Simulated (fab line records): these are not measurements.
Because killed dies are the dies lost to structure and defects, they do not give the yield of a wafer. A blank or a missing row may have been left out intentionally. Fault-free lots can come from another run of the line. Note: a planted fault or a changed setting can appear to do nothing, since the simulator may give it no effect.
Comparing a struck lot with a sound one | flow gf180mcu | 16 out of 602 route steps
Sound: these wafers, L473.2, L473.4, L473.5. Struck: wafer L481.2 (L481.5, L481.6, from the same lot, were not struck and are left out); the cause is given at the end.
At each step with rows: each side's tool, then ch and its chambers, then its first start. Under that, the readings that differ: sound wafers | struck wafers | difference of the means | sigmas: that difference in standard deviations of wafers without a fault.
alike: words and numbers the same on both sides, and readings whose means are apart by under 2 such deviations; not compared: readings that were withheld, readings missing a value for some wafer, numbers with overlapping values and no deviation given by the record, and bounds like >300 which may hide the same value.
The two part at a step that has a row with sigmas, a row that says differs or no value, or rows on one side only. Numbers that don't overlap but have no deviation are shown without sigmas and don't part them. Lack of a reading on every wafer of one side parts them only where that side has two or more wafers.

first, 6 steps without rows for these wafers: GF_TOP_METAL_HMDS_08 (prime time 60 s); GF_TOP_METAL_COAT_09 (resist thk 1500 nm); GF_TOP_METAL_SOFTBAKE_10 (time 60 s); GF_TOP_METAL_EXPOSE_11 (exposes mask MetalTop, target cd 440 nm); GF_TOP_METAL_PEB_12; GF_TOP_METAL_DEVELOP_13 (develop time 60 s).
GF_TOP_METAL_CD_MEAS_14: the cd target is 440 nm.
  struck on cd sem-02, day 32 01:28; sound on cd sem-01, day 29 15:31
  alike: cd nm
GF_TOP_METAL_OVL_MEAS_15:
  struck on overlay-02, day 32 01:34; sound on overlay-02, day 29 15:37
  alike: TOP_METAL_OVL
GF_TOP_METAL_METAL_ETCH_16: etches the open film in Cl2/BCl3, stops on SiO2, target depth 1197 nm, time 192.1 s.
  sound on rie metal-02 ch 0,1, day 29 15:38; struck on rie metal-01 ch 1, day 32 01:35
  alike: drypump motor current A, oes product au, throttle valve pct
  not compared: rf hours counter h
GF_TOP_METAL_STRIP_17: strips in O2/N2.
  sound on plasma asher-04 ch 0,1, day 29 15:50; struck on plasma asher-01 ch 1, day 32 01:47
  reading                     | sound          | struck | difference | sigmas
  drypump motor current A (A) | 6.01 6.08 5.99 | 5.59   | -0.44      | -2
  heater power w (W)          | 344 317 332    | 398    | +67        | +2
  alike: oes product au, strip time to endpoint s
  not compared: rf hours counter h
then, 2 steps without rows for these wafers: GF_TOP_METAL_STRIP_18 (strips in post etch residue remover, time 1200 s); GF_TOP_METAL_CLEAN_19 (cleans in DIW).
GF_PASSIVATION_CVD_00: deposits SiO2 from TEOS, target thk 1000 nm, time 111.95 s.
  sound on pecvd-04 ch 0,2, day 29 16:22; struck on pecvd-04 ch 2, day 32 02:40
  reading                                      | sound           | struck | difference | sigmas
  model.SiO2_of_PASSIVATION_CVD_00.thk nm (nm) | 980.6 1028 1011 | 927.2  | -79.3      |
  alike: heater power w
GF_PASSIVATION_THK_MEAS_01:
  struck on film metro-03, day 32 02:45; sound on film metro-03, day 29 16:28
  reading                     | sound         | struck | difference | sigmas
  PASSIVATION_CVD_00_THK (nm) | 980 1027 1012 | 927    | -79        | -6
GF_PASSIVATION_CVD_02: deposits Si3N4, target thk 700 nm, time 486.18 s.
  sound on pecvd-01 ch 0,1,2, day 29 16:31; struck on pecvd-01 ch 2, day 32 02:48
  alike: heater power w
GF_PASSIVATION_PROBE_99:
  only the struck wafers here have rows in the record (prober-02, day 32 21:25); the sound ones have none

== WHERE THEY PART ==
Last at GF_PASSIVATION_PROBE_99 as far as this record goes, first at GF_TOP_METAL_STRIP_17.

WHY: what had been put in by the simulator
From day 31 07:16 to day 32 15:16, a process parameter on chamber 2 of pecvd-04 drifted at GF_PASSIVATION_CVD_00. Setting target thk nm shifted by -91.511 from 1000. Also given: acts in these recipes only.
